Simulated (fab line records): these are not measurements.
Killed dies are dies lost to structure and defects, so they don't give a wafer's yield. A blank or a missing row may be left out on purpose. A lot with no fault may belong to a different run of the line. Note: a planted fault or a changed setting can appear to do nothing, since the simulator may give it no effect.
A lot that was struck, set against a sound lot + flow sky130 + 18 out of 708 route steps
Sound: these wafers, L547.1, L547.2, L547.3. Struck: wafers L560.3, L560.5. (L560.2 of the same lot was not struck and is left out.) The cause comes at the end.
For every step that has rows: the tool of each side, followed by ch and its chambers, followed by its first start. Under that, the readings that differ: sound wafers + struck wafers + difference of the means + sigmas: that difference in standard deviations of wafers without a fault.
alike: readings whose means differ by less than 2 such deviations, and words and numbers that are the same on both sides. not compared: withheld readings, readings that some wafer has no value for, bounds like >300 that may hide the same value, and numbers for which the record gives no deviation and whose values overlap.
Wherever a step has rows on one side only, a row that says differs or no value, or a row with sigmas, the two part there. When numbers do not overlap yet have no deviation, they are printed without sigmas and do not part them. A reading that every wafer of one side lacks parts them only if that side has two wafers or more.

first, 3 steps without rows for these wafers: SKY_VIA1_EXPOSE_09 (exposes mask VIM, target cd 150 nm); SKY_VIA1_PEB_10; SKY_VIA1_DEVELOP_11 (develop time 60 s).
SKY_VIA1_CD_MEAS_12 targets a cd of 150 nm.
  sound: cd_sem-02 at day 34 06:19; struck: cd_sem-02 at day 38 02:30
| reading    | sound             | struck      | difference | sigmas |
|------------|-------------------|-------------|------------|--------|
| cd_nm (nm) | 151.2 152.9 152.2 | 147.9 148.9 | -3.7       | -2     |
SKY_VIA1_OVL_MEAS_13:
  sound: overlay-01 at day 34 06:26; struck: overlay-01 at day 38 02:37
  alike: VIA1_OVL
SKY_VIA1_ETCH_14: etches BARC in N2/H2, stops on SiO2, time 45.9 s, target depth 60 nm.
  sound on rie_diel-04 ch 0,1,3, day 34 06:28; struck on rie_diel-04 ch 0,2, day 38 02:38
| reading               | sound             | struck      | difference | sigmas |
|-----------------------|-------------------|-------------|------------|--------|
| oes_product_au (a.u.) | 0.858 0.854 0.858 | 0.846 0.847 | -0.010     | -2     |
  alike: drypump_motor_current_A, throttle_valve_pct
  not compared: rf_hours_counter_h
SKY_VIA1_ETCH_15: etches SiO2 in C4F8/O2/Ar, stops on TiN, target depth 351 nm, time 54 s.
  sound on rie_diel-04 ch 0,1,3, day 34 06:31; struck on rie_diel-04 ch 0,2, day 38 02:41
  alike: oes_product_au
  not compared: rf_hours_counter_h
SKY_VIA1_STRIP_16: strips in O2/N2.
  sound on plasma_asher-03 ch 0,1, day 34 06:33; struck on plasma_asher-03 ch 0,1, day 38 02:44
  alike: drypump_motor_current_A, oes_product_au, strip_time_to_endpoint_s
  not compared: rf_hours_counter_h
then, 3 steps without rows for these wafers: SKY_VIA1_STRIP_17 (strips in post etch residue remover, time 1200 s); SKY_VIA1_CLEAN_18 (cleans in IPA, time 180 s); SKY_VIA1_CLEAN_19 (cleans in O3/DIW).
SKY_VIA1_SPUTTER_20: material TiN, target thk 20 nm, time 80 s.
  sound: pvd_sputter-02 at day 34 07:11; struck: pvd_sputter-02 at day 38 03:21
  alike: throttle_valve_pct
SKY_VIA1_CVD_21: deposits W, target thk 270 nm, time 80.902 s.
  sound on cvd_w-01 ch 0,1, day 34 07:15; struck on cvd_w-01 ch 1, day 38 03:25
| reading                            | sound             | struck      | difference | sigmas |
|------------------------------------|-------------------|-------------|------------|--------|
| model.W_of_VIA1_CVD_21.thk_nm (nm) | 272.6 275.6 269.8 | 420.3 417.9 | +146.4     |        |
  alike: heater_power_w
SKY_VIA1_RS_MEAS_22: the measuring method here is four-point-probe.
  sound: film_metro-04 at day 34 07:20; struck: film_metro-04 at day 38 03:31
| reading            | sound             | struck      | difference | sigmas |
|--------------------|-------------------|-------------|------------|--------|
| VIA1_W_RS (ohm/sq) | 0.423 0.418 0.428 | 0.273 0.274 | -0.149     | -23    |
SKY_VIA1_THK_MEAS_23: measures by xrf.
  sound: film_metro-04 at day 34 07:28; struck: film_metro-04 at day 38 03:38
| reading         | sound       | struck  | difference | sigmas |
|-----------------|-------------|---------|------------|--------|
| VIA1_W_THK (nm) | 268 271 266 | 417 419 | +150       | +31    |
SKY_VIA1_CMP_24: polishes, stops on SiO2, t overpolish 15 s, target thk 0 nm.
  sound on cmp-02 ch 0,2,3, day 34 07:31; struck on cmp-01 ch 0,3, day 38 03:41
| reading                | sound    | struck  | difference | sigmas |
|------------------------|----------|---------|------------|--------|
| time_to_endpoint_s (s) | 65 66 65 | 103 100 | +36        | +8     |
  alike: motor_current_A
SKY_METAL2_SPUTTER_00: material Ti, target thk 15 nm, time 10 s.
  sound: pvd_sputter-03 at day 34 07:49; struck: pvd_sputter-03 at day 38 03:59
  alike: throttle_valve_pct
-- the record jumps here: 11 days lie between the struck wafers' starts before and after (it left off in module METAL2 and takes up again in module PAD_OPEN, whose first step shown is number 708 of the route) --
SKY_PAD_OPEN_PROBE_99:
  sound: prober-02 at day 46 01:56; struck: prober-02 at day 49 00:39
| reading              | sound     | struck  | difference | sigmas |
|----------------------|-----------|---------|------------|--------|
| sort_bin_8_speed (%) | 0.4 0 0.2 | 3.0 1.2 | +1.9       | +2     |
  alike: defect_limited_yield, killed_at_M0_to_M3, killed_at_M4_up, killed_at_contacts, killed_at_front_end, killed_at_other, killed_dies, killed_on_rim, killed_open, killed_short, sort_bin_3_pad_short, sort_bin_5_function, sort_bin_6_memory, sort_n_pass, sort_yield_pct

== WHERE THEY PART ==
Earliest at SKY_VIA1_CD_MEAS_12; latest, in this record, at SKY_PAD_OPEN_PROBE_99.

WHY: what the simulator had put in
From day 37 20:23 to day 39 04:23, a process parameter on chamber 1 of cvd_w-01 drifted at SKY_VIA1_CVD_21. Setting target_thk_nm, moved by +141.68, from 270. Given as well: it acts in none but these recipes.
